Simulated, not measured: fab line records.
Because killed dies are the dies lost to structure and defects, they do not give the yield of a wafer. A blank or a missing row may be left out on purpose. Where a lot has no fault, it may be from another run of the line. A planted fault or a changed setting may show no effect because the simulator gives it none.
Which tool is to blame? || flow sky130 || 12 lots, 36 wafers sampled, at 4 steps of a route of 708

## WHAT THE GAUGES SHOWED, per wafer
SKY_PAD_OPEN_BOW_MEAS_13. Usual: for PAD_OPEN_BOW the level is 45 um and the standard deviation is 8.1.
{"lot": "L598", "measured": "day 45 21:08", "on": "film_metro-04", "PAD_OPEN_BOW (um)": "43 32 33", "flag": ""}
{"lot": "L597", "measured": "day 46 01:13", "on": "film_metro-02", "PAD_OPEN_BOW (um)": "59 61 55", "flag": ""}
{"lot": "L599", "measured": "day 46 15:18", "on": "film_metro-04", "PAD_OPEN_BOW (um)": "54 43 42", "flag": ""}
{"lot": "L602", "measured": "day 47 17:11", "on": "film_metro-02", "PAD_OPEN_BOW (um)": "38 47 42", "flag": ""}
{"lot": "L609", "measured": "day 48 16:55", "on": "film_metro-02", "PAD_OPEN_BOW (um)": "39 44 51", "flag": ""}
{"lot": "L610", "measured": "day 49 08:02", "on": "film_metro-02", "PAD_OPEN_BOW (um)": "42 28 36", "flag": ""}
{"lot": "L611", "measured": "day 49 08:50", "on": "film_metro-02", "PAD_OPEN_BOW (um)": "56 41 40", "flag": ""}
{"lot": "L612", "measured": "day 49 09:38", "on": "film_metro-04", "PAD_OPEN_BOW (um)": "45 41 48", "flag": ""}
{"lot": "L615", "measured": "day 49 16:52", "on": "film_metro-02", "PAD_OPEN_BOW (um)": "42 34 48", "flag": ""}
{"lot": "L617", "measured": "day 50 09:09", "on": "film_metro-02", "PAD_OPEN_BOW (um)": "45 37 45", "flag": ""}
{"lot": "L618", "measured": "day 50 11:41", "on": "film_metro-04", "PAD_OPEN_BOW (um)": "46 37 40", "flag": ""}
{"lot": "L620", "measured": "day 51 00:25", "on": "film_metro-01", "PAD_OPEN_BOW (um)": "56 65 60", "flag": ""}

## WHICH TOOL RAN EACH LOT (tool, then ch and the chambers of the sampled wafers, then the start)
{"lot": "L598", "SKY_METAL5_DESCUM_14": "rie_metal-02 ch 0,1, day 43 22:13", "SKY_METAL5_CLEAN_19": "wet_bench-04 ch 0, day 43 23:05", "SKY_PASSIVATION_CVD_00": "pecvd-04 ch 1, day 43 23:17"}
{"lot": "L597", "SKY_METAL5_DESCUM_14": "rie_metal-02 ch 0,1, day 44 03:04", "SKY_METAL5_CLEAN_19": "wet_bench-03 ch 3, day 44 03:58", "SKY_PASSIVATION_CVD_00": "pecvd-01 ch 0,1, day 44 04:04"}
{"lot": "L599", "SKY_METAL5_DESCUM_14": "rie_metal-01 ch 0,1, day 44 17:04", "SKY_METAL5_CLEAN_19": "wet_bench-03 ch 3, day 44 17:51", "SKY_PASSIVATION_CVD_00": "pecvd-02 ch 0,1,2, day 44 17:56"}
{"lot": "L602", "SKY_METAL5_DESCUM_14": "rie_metal-03 ch 0,1, day 45 20:29", "SKY_METAL5_CLEAN_19": "wet_bench-03 ch 1, day 45 21:17", "SKY_PASSIVATION_CVD_00": "pecvd-02 ch 0,1,2, day 45 21:23"}
{"lot": "L609", "SKY_METAL5_DESCUM_14": "rie_metal-03 ch 0,1, day 46 23:10", "SKY_METAL5_CLEAN_19": "wet_bench-03 ch 0, day 46 23:58", "SKY_PASSIVATION_CVD_00": "pecvd-02 ch 1,2, day 47 00:04"}
{"lot": "L610", "SKY_METAL5_DESCUM_14": "rie_metal-03 ch 0,1, day 47 16:13", "SKY_METAL5_CLEAN_19": "wet_bench-04 ch 2, day 47 17:18", "SKY_PASSIVATION_CVD_00": "pecvd-02 ch 0,2, day 47 17:24"}
{"lot": "L611", "SKY_METAL5_DESCUM_14": "rie_metal-01 ch 1, day 47 16:31", "SKY_METAL5_CLEAN_19": "wet_bench-04 ch 2, day 47 17:27", "SKY_PASSIVATION_CVD_00": "pecvd-02 ch 0,2, day 47 17:33"}
{"lot": "L612", "SKY_METAL5_DESCUM_14": "rie_metal-02 ch 0,1, day 47 18:01", "SKY_METAL5_CLEAN_19": "wet_bench-04 ch 0, day 47 18:48", "SKY_PASSIVATION_CVD_00": "pecvd-02 ch 0,1,2, day 47 18:53"}
{"lot": "L615", "SKY_METAL5_DESCUM_14": "rie_metal-03 ch 0,1, day 48 00:55", "SKY_METAL5_CLEAN_19": "wet_bench-01 ch 2, day 48 01:42", "SKY_PASSIVATION_CVD_00": "pecvd-04 ch 0,1,2, day 48 01:48"}
{"lot": "L617", "SKY_METAL5_DESCUM_14": "rie_metal-02 ch 0,1, day 48 19:28", "SKY_METAL5_CLEAN_19": "wet_bench-04 ch 2, day 48 20:14", "SKY_PASSIVATION_CVD_00": "pecvd-04 ch 0,2, day 48 20:19"}
{"lot": "L618", "SKY_METAL5_DESCUM_14": "rie_metal-03 ch 0,1, day 48 22:10", "SKY_METAL5_CLEAN_19": "wet_bench-04 ch 0, day 48 22:56", "SKY_PASSIVATION_CVD_00": "pecvd-01 ch 0,1,2, day 48 23:02"}
{"lot": "L620", "SKY_METAL5_DESCUM_14": "rie_metal-01 ch 0, day 49 12:27", "SKY_METAL5_CLEAN_19": "wet_bench-03 ch 2, day 49 13:13", "SKY_PASSIVATION_CVD_00": "pecvd-01 ch 0,2, day 49 13:19"}
- SKY_METAL5_DESCUM_14: chemistry O2, time 11 s.
- SKY_METAL5_CLEAN_19: cleans in O3/DIW.
- SKY_PASSIVATION_CVD_00: deposits SiO2, target thk 90 nm.

## WHAT THE TOOLS THEMSELVES READ (means of the sampled wafers that have a number; where no wafer has one, the mark that the record gives instead)
SKY_METAL5_DESCUM_14. Usual: drypump_motor_current_A 5.6 A, standard deviation 0.4; he_backside_leak_sccm 3.42 sccm, standard deviation 0.18; oes_product_au 1.000 a.u., standard deviation 0.0078; temp_c 39.98 C, standard deviation 0.098.
{"lot": "L598", "tool": "rie_metal-02", "drypump_motor_current_A (A)": 5.9, "he_backside_leak_sccm (sccm)": 3.43, "oes_product_au (a.u.)": 1.004, "temp_c (C)": 40.00, "flag": ""}
{"lot": "L597", "tool": "rie_metal-02", "drypump_motor_current_A (A)": 6.0, "he_backside_leak_sccm (sccm)": 3.47, "oes_product_au (a.u.)": 0.998, "temp_c (C)": 39.93, "flag": ""}
{"lot": "L599", "tool": "rie_metal-01", "drypump_motor_current_A (A)": 5.8, "he_backside_leak_sccm (sccm)": 3.44, "oes_product_au (a.u.)": 1.007, "temp_c (C)": 40.05, "flag": ""}
{"lot": "L602", "tool": "rie_metal-03", "drypump_motor_current_A (A)": 5.6, "he_backside_leak_sccm (sccm)": 3.37, "oes_product_au (a.u.)": 0.997, "temp_c (C)": 40.05, "flag": ""}
{"lot": "L609", "tool": "rie_metal-03", "drypump_motor_current_A (A)": 5.6, "he_backside_leak_sccm (sccm)": 3.36, "oes_product_au (a.u.)": 0.990, "temp_c (C)": 39.95, "flag": ""}
{"lot": "L610", "tool": "rie_metal-03", "drypump_motor_current_A (A)": 5.6, "he_backside_leak_sccm (sccm)": 3.38, "oes_product_au (a.u.)": 0.994, "temp_c (C)": 39.89, "flag": ""}
{"lot": "L611", "tool": "rie_metal-01", "drypump_motor_current_A (A)": 6.1, "he_backside_leak_sccm (sccm)": 3.44, "oes_product_au (a.u.)": 1.005, "temp_c (C)": 39.99, "flag": ""}
{"lot": "L612", "tool": "rie_metal-02", "drypump_motor_current_A (A)": 6.0, "he_backside_leak_sccm (sccm)": 3.51, "oes_product_au (a.u.)": 0.993, "temp_c (C)": 40.04, "flag": ""}
{"lot": "L615", "tool": "rie_metal-03", "drypump_motor_current_A (A)": 5.3, "he_backside_leak_sccm (sccm)": 3.33, "oes_product_au (a.u.)": 0.998, "temp_c (C)": 39.95, "flag": ""}
{"lot": "L617", "tool": "rie_metal-02", "drypump_motor_current_A (A)": 6.0, "he_backside_leak_sccm (sccm)": 3.44, "oes_product_au (a.u.)": 0.997, "temp_c (C)": 39.99, "flag": ""}
{"lot": "L618", "tool": "rie_metal-03", "drypump_motor_current_A (A)": 5.3, "he_backside_leak_sccm (sccm)": 3.26, "oes_product_au (a.u.)": 1.000, "temp_c (C)": 39.97, "flag": ""}
{"lot": "L620", "tool": "rie_metal-01", "drypump_motor_current_A (A)": 5.2, "he_backside_leak_sccm (sccm)": 3.56, "oes_product_au (a.u.)": 0.999, "temp_c (C)": 39.98, "flag": ""}

SKY_PASSIVATION_CVD_00. Usual: 681 W for heater_power_w, sd 96.
{"lot": "L598", "tool": "pecvd-04", "heater_power_w (W)": 844, "flag": ""}
{"lot": "L597", "tool": "pecvd-01", "heater_power_w (W)": 658, "flag": ""}
{"lot": "L599", "tool": "pecvd-02", "heater_power_w (W)": 620, "flag": ""}
{"lot": "L602", "tool": "pecvd-02", "heater_power_w (W)": 576, "flag": ""}
{"lot": "L609", "tool": "pecvd-02", "heater_power_w (W)": 567, "flag": ""}
{"lot": "L610", "tool": "pecvd-02", "heater_power_w (W)": 655, "flag": ""}
{"lot": "L611", "tool": "pecvd-02", "heater_power_w (W)": 650, "flag": ""}
{"lot": "L612", "tool": "pecvd-02", "heater_power_w (W)": 621, "flag": ""}
{"lot": "L615", "tool": "pecvd-04", "heater_power_w (W)": 777, "flag": ""}
{"lot": "L617", "tool": "pecvd-04", "heater_power_w (W)": 694, "flag": ""}
{"lot": "L618", "tool": "pecvd-01", "heater_power_w (W)": 726, "flag": ""}
{"lot": "L620", "tool": "pecvd-01", "heater_power_w (W)": 758, "flag": ""}

## THE ANSWER, worked out from the rows above alone
Rule: a lot counts as off when the mean over its wafers that have a number is more than 3 standard deviations away from the usual mean. Also off: a lot with no number at a reading for which 4 or more lots have one. Any other lot the step has rows for is counted as sound. The gauges are gone through in route order, then the tools' own readings, and for those a lot's mean is taken as printed above. At the first step where some lot is off, the reading lying furthest off is the one used; lots without a number count as furthest.
None of the lots is off at any reading shown; this tells nothing.

## WHAT HAD BEEN PUT IN BY THE SIMULATOR
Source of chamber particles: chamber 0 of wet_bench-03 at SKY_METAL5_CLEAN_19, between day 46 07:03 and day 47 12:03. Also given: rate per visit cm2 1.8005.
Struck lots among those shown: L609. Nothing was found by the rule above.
